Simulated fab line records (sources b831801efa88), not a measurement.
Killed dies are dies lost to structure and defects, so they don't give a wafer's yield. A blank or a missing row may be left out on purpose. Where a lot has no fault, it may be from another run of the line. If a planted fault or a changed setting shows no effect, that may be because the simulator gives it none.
Commonality check across tools | flow sky130 | Sample size 13 lots and 39 wafers

== THE REASON FOR OPENING IT ==
Of 13 lots, 2 have the reading NWELL_2_TW flagged at SKY_NWELL_TW_MEAS_26. Wafers without a fault read 497, standard deviation 3.1.
Rule: a lot is flagged when every wafer of it that has a number lies more than 4 standard deviations from that mean, or none has a number. As for the other lots, they are considered sound.

lot  | measured     | on           | NWELL_2_TW, wafer by wafer | flag
L713 | day 5 19:09  | filmMetro-02 | 491 492 494                | 
L715 | day 6 09:57  | filmMetro-02 | 497 499 496                | 
L716 | day 6 16:25  | filmMetro-03 | 502 503 502                | 
L717 | day 6 22:31  | filmMetro-01 | 494 493 494                | 
L718 | day 7 02:40  | filmMetro-02 | 1829 1830 1831             | FLAGGED
L719 | day 7 07:16  | filmMetro-02 | 1826 1831 1820             | FLAGGED
L728 | day 9 12:01  | filmMetro-02 | 493 496 496                | 
L729 | day 9 20:46  | filmMetro-01 | 499 498 499                | 
L730 | day 10 00:03 | filmMetro-03 | 502 502 501                | 
L731 | day 10 06:25 | filmMetro-02 | 498 495 496                | 
L732 | day 10 17:30 | filmMetro-01 | 494 495 494                | 
L734 | day 11 02:16 | filmMetro-01 | 496 497 498                | 
L733 | day 11 03:01 | filmMetro-03 | 501 501 498                | 
On average the flagged lots read 1828, which is +1331 against the usual, or +99 or more standard deviations.

== WHICH TOOL EACH LOT WENT THROUGH ==
The record keeps 1 process step preceding the reading, out of 708 steps on the route. Cell contents, in order: the tool; ch with the chambers the sampled wafers went through; the start.
lot  | flag    | SKY_NWELL_COAT_05
L713 |         | lithoTrack-03 ch 0, day 4 15:19
L715 |         | lithoTrack-01 ch 0, day 5 05:14
L716 |         | lithoTrack-01 ch 0, day 5 11:35
L717 |         | lithoTrack-01 ch 0, day 5 17:08
L718 | FLAGGED | lithoTrack-01, day 5 21:23
L719 | FLAGGED | lithoTrack-01, day 6 01:41
L728 |         | lithoTrack-01 ch 0, day 8 04:18
L729 |         | lithoTrack-01 ch 0, day 8 12:59
L730 |         | lithoTrack-03 ch 0, day 8 15:52
L731 |         | lithoTrack-03 ch 0, day 8 21:10
L732 |         | lithoTrack-03 ch 0, day 9 07:25
L734 |         | lithoTrack-03 ch 0, day 9 16:02
L733 |         | lithoTrack-04 ch 0, day 9 16:07
These steps, and what they do:
- SKY_NWELL_COAT_05: resist thk 3000 nm.
- SKY_NWELL_TW_MEAS_26

== FLAGGED OVER TOTAL, TOOL BY TOOL (the gauges that took the reading come last) ==
step                 | tool          | lots run | flagged | share of the flagged lots | sound lots run after its first flagged lot
SKY_NWELL_COAT_05    | lithoTrack-01 | 7        | 2       | all                       | 2 (L728,L729)
SKY_NWELL_COAT_05    | lithoTrack-03 | 5        | 0       | none                      | -
SKY_NWELL_COAT_05    | lithoTrack-04 | 1        | 0       | none                      | -
SKY_NWELL_TW_MEAS_26 | filmMetro-01  | 4        | 0       | none                      | -
SKY_NWELL_TW_MEAS_26 | filmMetro-02  | 6        | 2       | all                       | 2 (L728,L731)
SKY_NWELL_TW_MEAS_26 | filmMetro-03  | 3        | 0       | none                      | -

== WHAT IS ALLOWED BY THE TABLE ==
Every flagged lot went through 2 rows of the table: lithoTrack-01 at SKY_NWELL_COAT_05 and filmMetro-02 at SKY_NWELL_TW_MEAS_26.
- lithoTrack-01 at SKY_NWELL_COAT_05 ran 7 lots, 2 of them flagged. After the first flagged lot (L728, L729), sound lots still ran on it; a lasting fault on the whole tool would not permit that. On the flagged lots its readings are blank where sound lots have values: chillPlateTempC, dispensePressureKPa, exhaustPa.
- filmMetro-02 at SKY_NWELL_TW_MEAS_26 ran 6 lots, 2 of them flagged. After the first flagged lot (L728, L731), sound lots still ran on it; a lasting fault on the whole tool would not permit that.
No row of the table ran every flagged lot and no sound lot after the first.

== WHAT HAD BEEN PUT IN BY THE SIMULATOR ==
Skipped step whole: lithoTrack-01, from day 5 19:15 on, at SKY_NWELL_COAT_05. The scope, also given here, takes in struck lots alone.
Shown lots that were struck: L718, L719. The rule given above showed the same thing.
